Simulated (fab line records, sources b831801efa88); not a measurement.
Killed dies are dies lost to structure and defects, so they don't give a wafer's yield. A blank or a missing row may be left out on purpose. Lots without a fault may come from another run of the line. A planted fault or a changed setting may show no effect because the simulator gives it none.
fab line records | flow sky130
record lots=7 wafers=21 last_day=50
route steps=708 shown RES_PROTECT@211 POLY_GATE@213 PAD_OPEN@708
lots that met no fault: from a run of the same line without faults
start_h: hours from the record's first day to the start of the lot's first wafer shown | wait_h: hours since the lot's step before | " the same as in the row above | L1.1+2: a row that stands for several wafers | - no value, or no start given | * or withheld: withheld | < > ~ a bound
route shown NAME@n: a module of which the file shows steps, and the number in the route of the first | usual: mean/standard deviation of fault-free wafers | same: alike in all rows | chamber/n: place in a boat | sites: the reading at each site | _std_site: their standard deviation | _edge_site: outer sites' mean less inner sites' | radius_mm: how far each site lies from the wafer's centre | mask NAME#n: copy n | behind: the tool/chamber that last shaped the wafer | hold: why the lot was held/for how many hours/how that ended | device: the transistor (n, p or np) that didn't switch | end of line: the same wafers' tests at the end of the route | a step without rows: its recipe alone | killed: dies lost to structure and defects at the first sort, not the wafer's yield | map: a wafer's dies, x killed, . not, _ none there
set.NAME: the setting as run; set.NAME@STEP: as run at that earlier step | model.NAME: the simulator's own value behind a step, which no gauge read
lots at some steps of the route; a table a step, a row a wafer
services: from which hour (start_h, from the record's first day; less than 0 if before it) a tool's chamber was out of use, for how many hours, and why
## steps
# step SKY_RES_PROTECT_PEB_05
# recipe temp_c=withheld time_s=* resist=NOVOLAK
# step SKY_RES_PROTECT_DEVELOP_06
# recipe resist=NOVOLAK developer=TMAH develop_time_s=60 dev_temp_c=23
# step SKY_POLY_GATE_IMPLANT_02
# recipe species=P energy_kev=30 dose_cm2=7.7e+15 tilt_deg=0
# step SKY_RES_PROTECT_STRIP_07
# recipe chemistry=O2/N2 power_w=1400 pressure_mtorr=1500 platen_temp_c=withheld o2_flow_sccm=3000 n2_flow_sccm=300 overash_fraction=0.5
# usual drypump_motor_current_A=5.5/0.51 n2_flow_sccm=299.9/0.81 oes_product_au=0.517/0.0047 strip_time_to_endpoint_s=23.30/0.045
# columns lot.wafer tool chamber start_h wait_h drypump_motor_current_A n2_flow_sccm oes_product_au rf_hours_counter_h strip_time_to_endpoint_s
L328.2 plasma_asher-02 1 367.06 0.1 6.7 299.7 0.513 67 23.30
L328.3 " 0 " " 5.5 299.8 0.523 - 23.34
L328.6 " 0 " " 5.5 299.5 0.518 - 23.29
L330.1 plasma_asher-01 1 395.56 0.1 5.0 299.6 0.517 59 23.32
L330.4 " 1 " " 5.0 300.4 0.519 - 23.31
L330.5 " 1 " " 5.0 301.1 0.515 - 23.27
L331.3 plasma_asher-03 0 400.11 0.1 5.0 298.9 0.517 - 23.28
L331.5 " 1 " " 5.5 300.3 0.521 - 23.28
L331.6 " 0 " " 5.1 300.2 0.510 - 23.31
L333.1 plasma_asher-02 1 409.36 0.1 6.7 299.5 0.520 70 23.27
L333.3 " 1 " " 6.7 299.4 0.513 - 23.24
L333.5 " 1 " " 6.7 299.9 0.516 - 23.25
L341.4 plasma_asher-01 0 492.21 0.1 5.4 300.6 0.522 - 23.30
L341.5 " 0 " " 5.4 299.5 0.518 - 23.27
L341.6 " 1 " " 5.0 300.7 0.519 - 23.30
L343.3 plasma_asher-03 1 507.59 0.1 5.5 299.9 0.514 - 23.30
L343.4 " 0 " " 5.1 298.9 0.512 - 23.28
L343.6 " 0 " " 5.1 299.5 0.517 - 23.25
L347.2 plasma_asher-01 0 541.90 0.1 5.4 299.5 0.510 74 23.23
L347.3 " 0 " " 5.4 298.5 0.513 - 23.24
L347.4 " 1 " " 5.0 300.1 0.519 - 23.21
# step SKY_RES_PROTECT_TW_MEAS_08
# usual POLY_GATE_TW=4001/28
# columns lot.wafer tool chamber start_h wait_h POLY_GATE_TW
L328.2 film_metro-04 - 367.17 0.1 4018
L328.3 " - " " 4005
L328.6 " - " " 4020
L330.1 film_metro-01 - 395.66 0.1 4016
L330.4 " - " " 4032
L330.5 " - " " 4022
L331.3 film_metro-02 - 400.20 0.1 3996
L331.5 " - " " 3969
L331.6 " - " " 3968
L333.1 film_metro-04 - 409.46 0.1 4050
L333.3 " - " " 4034
L333.5 " - " " 4048
L341.4 film_metro-01 - 492.31 0.1 3996
L341.5 " - " " 4006
L341.6 " - " " 4006
L343.3 film_metro-04 - 507.67 0.1 3966
L343.4 " - " " 3957
L343.6 " - " " 3937
L347.2 film_metro-01 - 542.01 0.1 4011
L347.3 " - " " 4010
L347.4 " - " " 4027
# step SKY_RES_PROTECT_CLEAN_09
# recipe chemistry=SC1/SC2 mix=1:4:20 temp_c=70 time_s=150 dry=n2_spin
# step SKY_POLY_GATE_CVD_03
# recipe material=Si3N4 precursor=DCS/NH3 target_thk_nm=75 temp_c=770 time_s=1290 pressure_mtorr=250
# step SKY_POLY_GATE_THK_MEAS_04
# recipe reads=Si3N4_of_POLY_GATE_CVD_03
# usual POLY_GATE_CVD_03_THK=75.1/0.64
# columns lot.wafer tool chamber start_h wait_h POLY_GATE_CVD_03_THK[nm]
L328.2 film_metro-01 - 370.32 0.0 76.2
L328.3 " - " " 76.3
L328.6 " - " " 76.5
L330.1 film_metro-01 - 397.12 0.0 74.9
L330.4 " - " " 74.9
L330.5 " - " " 74.9
L331.3 film_metro-02 - 401.67 0.0 74.0
L331.5 " - " " 74.7
L331.6 " - " " 74.8
L333.1 film_metro-03 - 413.10 0.0 74.5
L333.3 " - " " 75.5
L333.5 " - " " 74.9
L341.4 film_metro-02 - 494.42 0.0 75.4
L341.5 " - " " 75.0
L341.6 " - " " 75.1
L343.3 film_metro-01 - 509.29 0.0 74.9
L343.4 " - " " 75.8
L343.6 " - " " 75.2
L347.2 film_metro-02 - 544.74 0.0 74.2
L347.3 " - " " 73.7
L347.4 " - " " 74.6
# step SKY_POLY_GATE_DEHYDRATE_05
# recipe temp_c=200 time_s=60
# step SKY_POLY_GATE_HMDS_06
# recipe prime_time_s=60 prime_temp_c=120
# step SKY_POLY_GATE_COAT_07
# recipe resist=BARC temp_c=withheld time_s=withheld spin_rpm=3000 resist_thk_nm=110
# step SKY_POLY_GATE_COAT_08
# recipe resist=KrF-thick spin_rpm=3000 resist_thk_nm=450
# step SKY_POLY_GATE_SOFTBAKE_09
# recipe temp_c=100 time_s=90 resist=KrF-thick
# usual run_length_s=119.05/0.21
# columns lot.wafer tool chamber start_h wait_h run_length_s
L328.2 litho_track-04 0 385 - 118.91
L328.3 " 0 " " 118.90
L328.6 " 0 " " 118.88
L330.1 litho_track-04 0 411 - 135.03
L330.4 " 0 412 - 135.10
L330.5 " 0 " " 135.08
L331.3 litho_track-04 0 416 - 135.32
L331.5 " 0 " " 135.33
L331.6 " 0 " " 134.95
L333.1 litho_track-04 0 428 - 135.12
L333.3 " 0 " " 135.01
L333.5 " 0 " " 135.15
L341.4 litho_track-04 0 509 - 118.99
L341.5 " 0 510 - 118.81
L341.6 " 0 " " 118.87
L343.3 litho_track-02 0 524 - 119.03
L343.4 " 0 " " 118.94
L343.6 " 0 " " 119.02
L347.2 litho_track-04 0 559 - 118.83
L347.3 " 0 " " 118.78
L347.4 " 0 " " 118.94
# step SKY_POLY_GATE_EXPOSE_10
# recipe mask_id=P1M na=0.68 source_shape=conventional sigma_outer=0.6 target_cd_nm=150 dose_mj=28.45
# step SKY_PAD_OPEN_PROBE_99
# usual killed_at_M0_to_M3=44/7.9 killed_at_M4_up=3.1/2 killed_at_contacts=23/4.9 killed_at_front_end=15/3.9 killed_at_other=0.2/0.49 killed_dies=86/10 killed_open=47/7.1 killed_short=39/7.1
# same gross_dies=492 killed_at_back_side=0
# columns lot.wafer tool chamber start_h wait_h killed_at_M0_to_M3 killed_at_M4_up killed_at_contacts killed_at_front_end killed_at_other killed_dies killed_open killed_short
L328.2 prober-02 - 1099.64 0.1 52 5 25 18 1 101 47 53
L328.3 prober-02 - 1099.69 0.2 35 2 22 19 0 78 39 39
L328.6 prober-02 - 1099.84 0.2 56 0 22 16 0 94 57 37
L330.1 prober-02 - 1111.42 0.1 52 4 30 16 0 102 65 37
L330.4 prober-02 - 1111.57 0.2 53 3 30 9 0 95 53 42
L330.5 prober-02 - 1111.62 0.2 43 1 18 15 0 77 48 29
L331.3 prober-01 - 1117.37 0.2 35 5 29 19 0 88 40 48
L331.5 prober-01 - 1117.47 0.2 56 1 24 10 0 91 54 37
L331.6 prober-01 - 1117.52 0.2 46 3 26 10 0 85 42 43
L333.1 prober-01 - 1133.82 0.1 47 3 22 16 0 88 53 34
L333.3 prober-01 - 1133.92 0.2 39 2 22 17 0 80 46 30
L333.5 prober-01 - 1134.02 0.2 54 5 26 10 0 95 55 40
L341.4 prober-02 - 1173.98 0.2 47 5 31 22 0 105 55 50
L341.5 prober-02 - 1174.03 0.2 37 2 18 15 0 72 36 36
L341.6 prober-02 - 1174.08 0.2 32 1 19 16 0 68 43 25
L343.3 prober-01 - 1180.29 0.2 49 5 20 9 1 84 52 32
L343.4 prober-01 - 1180.34 0.2 48 4 19 11 0 82 42 40
L343.6 prober-01 - 1180.44 0.2 50 8 20 20 0 98 50 48
L347.2 prober-01 - 1199.57 0.1 40 0 22 13 0 75 46 28
L347.3 prober-01 - 1199.62 0.2 38 3 18 11 0 70 43 27
L347.4 prober-01 - 1199.67 0.2 40 1 17 14 0 72 39 33
# killed by level:class
L328.2 VIA1:geometric_particle:open=11 METAL1:geometric_particle:short=8 VIA3:geometric_particle:open=7 LI_CONTACT:geometric_particle:open=7 VIA2:geometric_particle:open=7 POLY_GATE:geometric_particle:short=6 CONTACT:geometric_particle:short=6 CONTACT:geometric_particle:open=5
L328.3 CONTACT:geometric_particle:open=7 VIA1:geometric_particle:short=7 FIELD_ISO:geometric_particle:open=6 CONTACT:geometric_particle:short=6 VIA3:geometric_particle:open=5 FIELD_ISO:geometric_particle:short=4 VIA2:geometric_particle:short=4 METAL2:geometric_particle:short=4
L328.6 VIA1:geometric_particle:open=13 VIA3:geometric_particle:open=11 VIA1:geometric_particle:short=9 CONTACT:geometric_particle:open=8 METAL1:geometric_particle:short=7 VIA2:geometric_particle:open=7 VIA2:geometric_particle:short=6 FIELD_ISO:geometric_particle:open=5
L330.1 VIA1:geometric_particle:open=12 CONTACT:geometric_particle:open=11 VIA3:geometric_particle:open=10 VIA2:geometric_particle:open=8 LI_CONTACT:geometric_particle:open=6 VIA2:geometric_particle:short=6 FIELD_ISO:geometric_particle:open=5 LOCAL_INTERCONNECT:geometric_particle:short=5
L330.4 CONTACT:geometric_particle:open=14 VIA1:geometric_particle:open=11 VIA3:geometric_particle:open=9 METAL2:geometric_particle:short=7 VIA1:geometric_particle:short=6 LI_CONTACT:geometric_particle:open=5 LOCAL_INTERCONNECT:geometric_particle:short=5 CONTACT:geometric_particle:short=5
L330.5 VIA1:geometric_particle:open=13 CONTACT:geometric_particle:open=10 VIA3:geometric_particle:open=6 LI_CONTACT:geometric_particle:open=5 METAL2:geometric_particle:short=5 VIA2:geometric_particle:open=5 FIELD_ISO:geometric_particle:short=4 FIELD_ISO:geometric_particle:open=4
L331.3 CONTACT:geometric_particle:short=12 METAL2:geometric_particle:short=7 VIA1:geometric_particle:open=6 LI_CONTACT:geometric_particle:open=6 CONTACT:geometric_particle:open=6 VIA1:geometric_particle:short=6 FIELD_ISO:geometric_particle:short=5 LOCAL_INTERCONNECT:geometric_particle:short=5
L331.5 CONTACT:geometric_particle:open=13 METAL2:geometric_particle:short=10 VIA1:geometric_particle:open=9 VIA2:geometric_particle:open=8 LI_CONTACT:geometric_particle:open=7 VIA3:geometric_particle:open=6 FIELD_ISO:geometric_particle:short=5 METAL1:geometric_particle:short=5
L331.6 METAL2:geometric_particle:short=10 CONTACT:geometric_particle:open=9 LI_CONTACT:geometric_particle:open=8 METAL1:geometric_particle:short=7 VIA3:geometric_particle:open=7 VIA1:geometric_particle:short=5 VIA1:geometric_particle:open=5 FIELD_ISO:geometric_particle:short=4
L333.1 VIA1:geometric_particle:open=19 CONTACT:geometric_particle:open=9 LI_CONTACT:geometric_particle:open=7 VIA1:geometric_particle:short=7 POLY_GATE:geometric_particle:open=6 VIA2:geometric_particle:open=6 FIELD_ISO:geometric_particle:short=5 METAL3:geometric_particle:short=4
L333.3 CONTACT:geometric_particle:open=11 VIA1:geometric_particle:open=10 VIA1:geometric_particle:short=6 LI_CONTACT:geometric_particle:open=5 VIA3:geometric_particle:open=4 METAL2:geometric_particle:short=4 POLY_GATE:area_etch=4 FIELD_ISO:geometric_particle:open=3
L333.5 VIA1:geometric_particle:open=20 METAL2:geometric_particle:short=10 CONTACT:geometric_particle:open=8 LI_CONTACT:geometric_particle:open=7 VIA2:geometric_particle:open=6 CONTACT:geometric_particle:short=5 METAL1:geometric_particle:short=5 POLY_GATE:geometric_particle:open=3
L341.4 CONTACT:geometric_particle:open=12 VIA1:geometric_particle:open=10 LI_CONTACT:geometric_particle:open=9 VIA3:geometric_particle:open=8 POLY_GATE:geometric_particle:short=7 METAL2:geometric_particle:short=6 VIA1:geometric_particle:short=5 METAL1:geometric_particle:short=5
L341.5 CONTACT:geometric_particle:open=8 VIA1:geometric_particle:short=7 FIELD_ISO:geometric_particle:short=5 VIA1:geometric_particle:open=5 LI_CONTACT:geometric_particle:open=4 METAL1:geometric_particle:short=4 VIA2:geometric_particle:open=4 POLY_GATE:geometric_particle:open=3
L341.6 VIA1:geometric_particle:open=9 LI_CONTACT:geometric_particle:open=8 VIA2:geometric_particle:open=7 CONTACT:geometric_particle:open=5 CONTACT:geometric_particle:short=4 VIA1:geometric_particle:short=4 FIELD_ISO:geometric_particle:short=3 POLY_GATE:geometric_particle:short=3
L343.3 VIA2:geometric_particle:open=10 VIA1:geometric_particle:open=9 VIA1:geometric_particle:short=8 VIA3:geometric_particle:open=8 LI_CONTACT:geometric_particle:open=7 CONTACT:geometric_particle:open=7 VIA3:geometric_particle:short=5 FIELD_ISO:geometric_particle:open=3
L343.4 VIA1:geometric_particle:open=12 VIA1:geometric_particle:short=9 VIA3:geometric_particle:open=6 CONTACT:geometric_particle:open=6 METAL2:geometric_particle:short=5 LI_CONTACT:geometric_particle:short=5 VIA2:geometric_particle:open=4 METAL4:geometric_particle:short=4
L343.6 VIA1:geometric_particle:open=16 FIELD_ISO:geometric_particle:short=9 CONTACT:geometric_particle:open=6 VIA1:geometric_particle:short=6 VIA3:geometric_particle:open=6 METAL3:geometric_particle:short=5 LOCAL_INTERCONNECT:geometric_particle:short=5 METAL2:geometric_particle:short=5
L347.2 VIA1:geometric_particle:open=14 CONTACT:geometric_particle:open=7 LOCAL_INTERCONNECT:geometric_particle:short=6 LI_CONTACT:geometric_particle:open=5 VIA3:geometric_particle:open=5 FIELD_ISO:geometric_particle:open=4 VIA2:geometric_particle:open=4 POLY_GATE:geometric_particle:short=3
L347.3 VIA1:geometric_particle:open=9 CONTACT:geometric_particle:open=7 METAL1:geometric_particle:short=6 METAL1:geometric_particle:open=6 VIA1:geometric_particle:short=5 LI_CONTACT:geometric_particle:open=4 VIA2:geometric_particle:open=4 FIELD_ISO:geometric_particle:open=3
L347.4 VIA1:geometric_particle:open=10 LI_CONTACT:geometric_particle:open=7 METAL1:geometric_particle:short=5 VIA3:geometric_particle:open=5 VIA2:geometric_particle:open=5 FIELD_ISO:geometric_particle:open=4 POLY_GATE:geometric_particle:short=4 VIA2:geometric_particle:short=4
## services
# columns tool chamber start_h hours kind
plasma_asher-02 - 372.87 12.5 repair
plasma_asher-02 - 419.46 2.7 repair
plasma_asher-03 - 421.25 9.0 pm
plasma_asher-03 0 421.25 9.0 vent_cycle
plasma_asher-03 1 421.25 9.0 vent_cycle
plasma_asher-03 0 430.25 - clean
plasma_asher-03 1 430.25 - clean
## key
first_sign step=SKY_POLY_GATE_SOFTBAKE_09 reading=run_length_s direction=up sigmas=75 usual=* struck=*
effect none on later readings
met_at SKY_POLY_GATE_SOFTBAKE_09
struck_wafers L330.1,L330.4,L330.5,L331.3,L331.5,L331.6,L333.1,L333.3,L333.5
tester_left_out L330,L331,L333
loop_trim step=SKY_POLY_GATE_EXPOSE_10 setting=dose lots=L333
onset_between 385 411
fault kind=process_parameter_drift tool=litho_track-04 chamber=- onset_h=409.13 steps=SKY_POLY_GATE_SOFTBAKE_09 channel=time_s offset=* shape=step end_h=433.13 acts_in=* stated=*
# tester_left_out: of these lots the tester's yield and bins aren't shown, on N5 and GAA mostly nor the transistor test; their killed dies are dies lost to structure and defects alone, not to doping, threshold or leakage, so they don't give the yield
# loop_trim: a control loop set the setting to another value than it would have without faults
